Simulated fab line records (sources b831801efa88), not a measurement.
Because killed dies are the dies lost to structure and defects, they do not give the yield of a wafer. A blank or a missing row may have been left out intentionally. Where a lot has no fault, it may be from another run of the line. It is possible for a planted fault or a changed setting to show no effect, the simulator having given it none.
Comparing a struck lot with a sound one | flow sky130 | 15 steps out of a route of 708
Sound: these wafers, L284.1, L284.2, L284.5. Struck: wafer L286.2 (left out: L286.1, L286.6 of the same lot, which were not struck); the cause appears at the end.
For every step that has rows: the tool of each side, followed by ch and its chambers, followed by its first start. Under that, the readings that differ: sound wafers | struck wafers | difference of the means | sigmas: that difference in standard deviations of wafers without a fault.
alike: readings with means less than 2 such deviations apart, plus words and numbers identical on both sides. not compared: withheld readings, readings lacking a value on some wafer, bounds such as >300 that could conceal the same value, and numbers that have no deviation in the record and whose values overlap.
The two part at a step that has a row with sigmas, a row that says differs or no value, or rows on one side only. When numbers do not overlap yet have no deviation, they are printed without sigmas and do not part them. A reading that every wafer of one side lacks parts them only if that side has two wafers or more.

SKY_CONTACT_ETCH_17: etches SiO2 in C4F8/O2/Ar, stops on Si3N4, target depth 340 nm.
  sound on rie diel-02 ch 0,1,3, day 32 09:02; struck on rie diel-02 ch 0, day 32 18:08
  alike: oes product au
SKY_CONTACT_ETCH_18: etches Si3N4 in CHF3/O2, stops on TiN, time 39 s, target depth 75 nm.
  sound on rie diel-02 ch 0,1,3; struck on rie diel-02 ch 0
  alike: drypump motor current A, oes product au, throttle valve pct
  not compared: rf hours counter h
SKY_CONTACT_STRIP_19: strips in O2/N2.
  sound on plasma asher-03 ch 0,1, day 32 09:08; struck on plasma asher-03 ch 0, day 32 18:13
  alike: drypump motor current A, oes product au, strip time to endpoint s
  not compared: rf hours counter h
then, 5 steps without rows for these wafers: SKY_CONTACT_STRIP_20 (strips in post etch residue remover, time 1200 s); SKY_CONTACT_CLEAN_21 (cleans in IPA, time 180 s); SKY_CONTACT_CLEAN_22 (cleans in O3/DIW); SKY_CONTACT_SPUTTER_23 (material TiN, target thk 20 nm, time 80 s); SKY_CONTACT_CVD_24 (deposits W, target thk 340 nm, time 102.12 s).
SKY_CONTACT_RS_MEAS_25: measurement is done with a four-point probe.
  sound: film metro-01 at day 32 09:59; struck: film metro-01 at day 32 19:05
  alike: CONTACT_W_RS
SKY_CONTACT_THK_MEAS_26: measures by xrf.
  sound: film metro-01 at day 32 10:06; struck: film metro-01 at day 32 19:13
  alike: CONTACT_W_THK
then, 1 step without rows for these wafers: SKY_CONTACT_CMP_27 (polishes, stops on SiO2, t overpolish 15 s, target thk 0 nm).
SKY_METAL1_SPUTTER_00: material Ti, target thk 15 nm, time 10 s.
  sound: pvd sputter-03 at day 32 10:28; struck: pvd sputter-04 at day 32 19:34
  alike: throttle valve pct
SKY_METAL1_SPUTTER_01: material TiN, target thk 20 nm, time 16.7 s.
  sound: pvd sputter-03 at day 32 10:29; struck: pvd sputter-04 at day 32 19:36
  reading                                    | sound             | struck | difference | sigmas
  model.TiN_of_METAL1_SPUTTER_01.thk nm (nm) | 20.01 20.01 20.02 | 19.29  | -0.72      |
  alike: throttle valve pct
SKY_METAL1_SPUTTER_02: material AlCu, target thk 250 nm, time 13.3 s.
  sound: pvd sputter-03 at day 32 10:30; struck: pvd sputter-04 at day 32 19:37
  alike: throttle valve pct
following that, these wafers have no rows for 1 step: SKY_PAD_OPEN_PROBE_99.

== WHERE THEY PART ==
Nowhere in this record.

WHY: the cause the simulator had injected
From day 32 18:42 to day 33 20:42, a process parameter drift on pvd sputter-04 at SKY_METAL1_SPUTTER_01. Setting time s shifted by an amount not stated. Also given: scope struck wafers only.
